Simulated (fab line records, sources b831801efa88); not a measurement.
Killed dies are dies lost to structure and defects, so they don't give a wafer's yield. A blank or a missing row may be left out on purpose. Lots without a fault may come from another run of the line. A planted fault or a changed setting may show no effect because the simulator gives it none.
fab line records | flow sky130
record lots=11 wafers=33 last_day=51
route steps=708 shown LDD_HVP@285 POLY_CUT@318 SD_P@324
lots that met no fault: from a run of the same line without faults
start_h: hours from the record's first day to the start of the lot's first wafer shown | wait_h: hours since the lot's step before | " the same as in the row above | L1.1+2: a row that stands for several wafers | - no value, or no start given | * or withheld: withheld | < > ~ a bound
route shown NAME@n: a module of which the file shows steps, and the number in the route of the first | usual: mean/standard deviation of fault-free wafers | same: alike in all rows | chamber/n: place in a boat | sites: the reading at each site | _std_site: their standard deviation | _edge_site: outer sites' mean less inner sites' | radius_mm: how far each site lies from the wafer's centre | mask NAME#n: copy n | behind: the tool/chamber that last shaped the wafer | hold: why the lot was held/for how many hours/how that ended | device: the transistor (n, p or np) that didn't switch | end of line: the same wafers' tests at the end of the route | a step without rows: its recipe alone | killed: dies lost to structure and defects at the first sort, not the wafer's yield | map: a wafer's dies, x killed, . not, _ none there
set.NAME: the setting as run; set.NAME@STEP: as run at that earlier step | model.NAME: the simulator's own value behind a step, which no gauge read
steps of the route over a sample of lots; a table a step, a row a wafer
services: from which hour (start_h, from the record's first day; less than 0 if before it) a tool's chamber was out of use, for how many hours, and why
## steps
# step SKY_LDD_HVP_OVL_MEAS_07
# usual LDD_HVP_OVL=-1.0/1.2
# columns lot.wafer tool chamber start_h wait_h LDD_HVP_OVL[nm]
L648.2 overlay-01 - 529.51 0.1 -0.1
L648.3 " - " " -1.7
L648.4 " - " " -1.5
L649.3 overlay-02 - 533.97 0.1 -2.0
L649.4 " - " " -3.2
L649.6 " - " " -1.8
L651.1 overlay-01 - 544.43 0.1 -1.8
L651.2 " - " " -2.7
L651.3 " - " " -2.8
L650.2 overlay-02 - 548.04 0.1 -1.6
L650.5 " - " " -0.8
L650.6 " - " " -1.4
L653.1 overlay-01 - 567.31 0.1 0.4
L653.5 " - " " -0.9
L653.6 " - " " -2.0
L658.2 overlay-01 - 609.59 0.1 1.4
L658.3 " - " " 0.9
L658.4 " - " " 2.0
L661.1 overlay-01 - 636.43 0.1 -0.7
L661.4 " - " " -0.4
L661.5 " - " " 0.4
L662.1 overlay-01 - 646.01 0.1 -1.2
L662.3 " - " " 1.1
L662.4 " - " " 0.4
L664.3 overlay-01 - 655.95 0.1 -2.4
L664.4 " - " " -0.8
L664.5 " - " " -0.9
L668.2 overlay-02 - 677.69 0.1 -0.5
L668.4 " - " " -0.6
L668.5 " - " " -1.9
L671.1 overlay-01 - 700.76 0.1 -0.8
L671.2 " - " " -2.2
L671.4 " - " " -0.7
# step SKY_POLY_CUT_ETCH_11
# recipe target=Si3N4 chemistry=CF4/CH2F2/Ar stop_on=poly-Si source_w=600 bias_w=150 pressure_mtorr=40 cf4_flow_sccm=40 ch2f2_flow_sccm=20 Ar_flow_sccm=150 time_s=42.5 target_depth_a=600
# usual chamber_pressure_mTorr=40.00/0.036 drypump_motor_current_A=5.8/0.36 mfc_ar_sccm=150.0/0.46 oes_product_au=0.827/0.0058 throttle_valve_pct=14.994/0.0094
# columns lot.wafer tool chamber start_h wait_h chamber_pressure_mTorr drypump_motor_current_A mfc_ar_sccm oes_product_au rf_hours_counter_h throttle_valve_pct
L648.2 rie_diel-03 0 592.23 0.0 40.01 6.1 149.1 0.825 67 14.994
L648.3 " 3 " " 40.03 5.4 150.0 0.828 1 14.990
L648.4 " 2 " " 39.96 5.6 149.8 0.824 11 14.988
L649.3 rie_diel-04 0 595.75 0.0 39.99 5.4 150.2 0.827 8 14.997
L649.4 " 3 " " 40.02 5.5 150.1 0.830 2 14.987
L649.6 " 2 " " 40.00 5.5 151.0 0.836 - 14.977
L651.1 rie_diel-01 1 607.38 0.0 40.02 6.1 150.2 0.826 9 14.996
L651.2 " 3 " " 39.99 5.3 150.0 0.823 48 14.989
L651.3 " 0 " " 39.98 5.9 150.9 0.823 10 14.990
L650.2 rie_diel-04 0 610.35 0.0 39.93 5.4 150.3 0.828 8 15.002
L650.5 " 0 " " 40.01 5.4 149.6 0.821 - 15.002
L650.6 " 1 " " 40.02 5.9 150.7 0.825 - 14.996
L653.1 rie_diel-01 3 628.92 0.0 40.04 5.3 149.6 0.821 48 15.003
L653.5 " 2 " " 39.91 6.3 150.0 0.813 - 14.994
L653.6 " 3 " " 39.99 5.3 150.1 0.818 - 14.990
L658.2 rie_diel-03 1 671.85 0.0 40.02 6.4 150.4 0.822 3 14.989
L658.3 " 2 " " 40.00 5.6 150.2 0.828 12 14.980
L658.4 " 3 " " 40.01 5.4 149.7 0.832 2 14.985
L661.1 rie_diel-03 0 696.92 0.0 40.01 6.1 151.2 0.826 1 14.993
L661.4 " 3 " " 39.98 5.4 149.5 0.820 2 14.990
L661.5 " 0 " " 40.04 6.1 150.8 0.820 - 14.990
L662.1 rie_diel-03 0 705.75 0.0 39.95 6.1 149.6 0.814 1 14.997
L662.3 " 2 " " 40.08 5.6 150.0 0.821 12 15.006
L662.4 " 3 " " 40.06 5.4 150.4 0.830 3 14.992
L664.3 rie_diel-04 0 715.02 0.0 39.99 5.5 149.6 0.833 11 14.996
L664.4 " 3 " " 40.03 5.5 150.6 0.830 4 14.995
L664.5 " 2 " " 40.01 5.5 149.8 0.825 - 15.008
L668.2 rie_diel-01 2 738.12 0.0 40.00 6.2 149.9 0.837 13 15.002
L668.4 " 0 " " 40.03 5.9 149.6 0.834 13 15.005
L668.5 " 0 " " 40.04 5.9 149.9 0.832 - 14.988
L671.1 rie_diel-01 1 761.78 0.0 39.93 6.1 150.5 0.834 12 14.987
L671.2 " 0 " " 39.97 5.9 150.9 0.830 14 14.993
L671.4 " 2 " " 40.06 6.2 149.7 0.840 14 14.990
# step SKY_POLY_CUT_STRIP_12
# recipe chemistry=O2/N2 power_w=1400 pressure_mtorr=1500 platen_temp_c=withheld o2_flow_sccm=3000 n2_flow_sccm=300 overash_fraction=0.5
# usual chamber_pressure_mTorr=1499.8/1.3 drypump_motor_current_A=6.3/0.4 oes_product_au=0.452/0.0044 strip_time_to_endpoint_s=5.352/0.017
# columns lot.wafer tool chamber start_h wait_h chamber_pressure_mTorr drypump_motor_current_A oes_product_au rf_hours_counter_h strip_time_to_endpoint_s
L648.2 plasma_asher-03 0 592.27 0.0 1497.9 5.9 0.452 77 5.322
L648.3 " 1 " " 1500.7 6.8 0.456 - 5.322
L648.4 " 0 " " 1499.9 5.9 0.445 - 5.318
L649.3 plasma_asher-03 0 595.83 0.1 1500.9 5.9 0.449 - 5.350
L649.4 " 1 " " 1500.5 6.8 0.457 - 5.344
L649.6 " 1 " " 1500.0 6.8 0.454 - 5.349
L651.1 plasma_asher-03 0 607.42 0.0 1501.3 5.9 0.455 79 5.354
L651.2 " 1 " " 1499.8 6.8 0.447 79 5.340
L651.3 " 0 " " 1502.8 5.9 0.455 - 5.324
L650.2 plasma_asher-02 0 610.39 0.0 1499.6 5.5 0.461 17 5.368
L650.5 " 1 " " 1502.0 6.0 0.448 - 5.387
L650.6 " 0 " " 1500.0 5.5 0.458 - 5.357
L653.1 plasma_asher-04 1 628.96 0.0 1498.0 6.3 0.453 94 5.387
L653.5 " 0 " " 1496.1 6.5 0.444 - 5.380
L653.6 " 1 " " 1499.7 6.3 0.455 - 5.369
L658.2 plasma_asher-04 0 671.89 0.0 1500.0 6.5 0.447 98 5.335
L658.3 " 0 " " 1501.3 6.5 0.451 - 5.359
L658.4 " 1 " " 1498.6 6.3 0.446 - 5.321
L661.1 plasma_asher-04 1 696.96 0.0 1500.0 6.3 0.454 101 5.359
L661.4 " 1 " " 1499.9 6.3 0.450 - 5.331
L661.5 " 0 " " 1501.3 6.5 0.447 - 5.367
L662.1 plasma_asher-04 0 705.79 0.0 1498.1 6.5 0.460 102 5.346
L662.3 " 0 " " 1502.4 6.5 0.448 - 5.345
L662.4 " 1 " " 1501.8 6.3 0.453 - 5.356
L664.3 plasma_asher-02 0 715.09 0.1 1499.2 5.4 0.454 - 5.376
L664.4 " 1 " " 1498.1 5.9 0.448 - 5.342
L664.5 " 1 " " 1499.1 5.9 0.454 - 5.334
L668.2 plasma_asher-03 1 738.16 0.0 1498.3 6.8 0.447 92 5.366
L668.4 " 1 " " 1500.3 6.8 0.453 - 5.363
L668.5 " 1 " " 1501.0 6.8 0.457 - 5.365
L671.1 plasma_asher-03 0 761.82 0.0 1499.0 5.9 0.448 95 5.352
L671.2 " 1 " " 1501.3 6.8 0.455 95 5.360
L671.4 " 0 " " 1500.3 5.9 0.450 - 5.370
# step SKY_SD_P_EXPOSE_04
# recipe mask_id=PSDM na=0.6 source_shape=conventional sigma_outer=0.6 polarization=unpolarized target_cd_nm=380 dose_mj=138
# usual exposure_dose_mJ_cm2=137.98/0.15
# same sigma_outer=0.6
# columns lot.wafer tool chamber start_h wait_h mask exposure_dose_mJ_cm2
L648.2 iline_stepper-01 0 606.88 - PSDM#0 138.06
L648.3 " 0 " " PSDM#0 137.85
L648.4 " 0 " " PSDM#0 138.09
L649.3 iline_stepper-02 0 609.97 - PSDM#0 137.92
L649.4 " 0 " " PSDM#0 137.92
L649.6 " 0 " " PSDM#0 137.95
L651.1 iline_stepper-02 0 621.71 - PSDM#0 137.92
L651.2 " 0 " " PSDM#0 137.90
L651.3 " 0 " " PSDM#0 137.81
L650.2 iline_stepper-01 0 625.62 - PSDM#0 137.98
L650.5 " 0 " " PSDM#0 138.01
L650.6 " 0 " " PSDM#0 137.89
L653.1 iline_stepper-02 0 643.77 - PSDM#0 137.63
L653.5 " 0 " " PSDM#0 137.68
L653.6 " 0 " " PSDM#0 137.72
L658.2 iline_stepper-02 0 686.30 - PSDM#0 138.01
L658.3 " 0 " " PSDM#0 138.05
L658.4 " 0 " " PSDM#0 137.95
L661.1 iline_stepper-01 0 710.61 - PSDM#0 137.93
L661.4 " 0 " " PSDM#0 137.61
L661.5 " 0 " " PSDM#0 137.82
L662.1 iline_stepper-01 0 720.87 - PSDM#0 138.07
L662.3 " 0 " " PSDM#0 138.15
L662.4 " 0 " " PSDM#0 138.04
L664.3 iline_stepper-02 0 729.37 - PSDM#0 138.04
L664.4 " 0 " " PSDM#0 137.92
L664.5 " 0 " " PSDM#0 138.03
L668.2 iline_stepper-02 0 753.33 - PSDM#0 138.06
L668.4 " 0 " " PSDM#0 138.23
L668.5 " 0 " " PSDM#0 138.15
L671.1 iline_stepper-02 0 775.08 - PSDM#0 137.61
L671.2 " 0 " " PSDM#0 137.87
L671.4 " 0 " " PSDM#0 137.61
# step SKY_SD_P_OVL_MEAS_08
# usual SD_P_OVL=-1.8/1.2
# columns lot.wafer tool chamber start_h wait_h SD_P_OVL[nm]
L648.2 overlay-02 - 621.23 0.1 -3.8
L648.3 " - " " -2.7
L648.4 " - " " -3.6
L649.3 overlay-01 - 624.92 0.1 -1.8
L649.4 " - " " -1.9
L649.6 " - " " -2.4
L651.1 overlay-01 - 636.39 0.1 -0.7
L651.2 " - " " -1.9
L651.3 " - " " -1.0
L650.2 overlay-01 - 639.95 0.1 -2.1
L650.5 " - " " -0.9
L650.6 " - " " -1.8
L653.1 overlay-01 - 658.78 0.1 -1.4
L653.5 " - " " -1.8
L653.6 " - " " -0.8
L658.2 overlay-01 - 699.78 0.1 -0.2
L658.3 " - " " -0.3
L658.4 " - " " -0.8
L661.1 overlay-02 - 724.80 0.1 -51.1
L661.4 " - " " -51.4
L661.5 " - " " -51.2
L662.1 overlay-02 - 734.89 0.1 -52.4
L662.3 " - " " -52.4
L662.4 " - " " -51.9
L664.3 overlay-01 - 741.95 0.1 -4.7
L664.4 " - " " -3.1
L664.5 " - " " -3.6
L668.2 overlay-02 - 767.18 0.1 -2.6
L668.4 " - " " -0.2
L668.5 " - " " -3.0
L671.1 overlay-01 - 788.83 0.1 -0.6
L671.2 " - " " 0.3
L671.4 " - " " -1.6
## services
# columns tool chamber start_h hours kind
plasma_asher-03 - 569.74 1.7 repair
rie_diel-01 0 588.43 4.4 repair
rie_diel-01 2 605.44 13.3 repair
rie_diel-03 0 606.53 6.6 repair
rie_diel-04 1 611.18 14.6 repair
iline_stepper-01 - 612.31 8.6 repair
rie_diel-03 0 615.88 - clean
plasma_asher-04 - 624.04 1.3 repair
plasma_asher-03 - 632.61 3.4 repair
rie_diel-03 1 637.86 1.7 repair
plasma_asher-04 - 650.11 0.3 repair
iline_stepper-01 - 670.34 1.7 pm
plasma_asher-04 - 679.44 2.8 pm
rie_diel-03 2 682.70 3.8 repair
iline_stepper-01 - 701.76 5.0 repair
plasma_asher-02 - 719.50 9.1 repair
rie_diel-03 1 719.52 4.5 repair
plasma_asher-04 - 733.75 9.0 pm
rie_diel-04 1 734.66 13.8 repair
plasma_asher-04 - 737.23 1.8 repair
rie_diel-03 1 754.83 3.0 repair
plasma_asher-02 - 757.06 1.5 repair
plasma_asher-04 - 758.57 3.1 repair
plasma_asher-03 - 770.12 1.5 repair
## key
first_sign step=SKY_SD_P_OVL_MEAS_08 reading=SD_P_OVL direction=down sigmas=42 usual=-1.8 struck=-51.7
effect none on later readings
met_at SKY_SD_P_EXPOSE_04
struck_lots L661,L662
tester_left_out L661,L662
not_acting_at SKY_LDD_HVP_OVL_MEAS_07,SKY_POLY_CUT_ETCH_11,SKY_POLY_CUT_STRIP_12
onset_between 625.62 710.61
fault kind=scanner_matching_overlay tool=iline_stepper-01 chamber=- onset_h=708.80 steps=SKY_SD_P_EXPOSE_04 offset=-49.623
# tester_left_out: of these lots the tester's yield and bins aren't shown, on N5 and GAA mostly nor the transistor test; their killed dies are dies lost to structure and defects alone, not to doping, threshold or leakage, so they don't give the yield
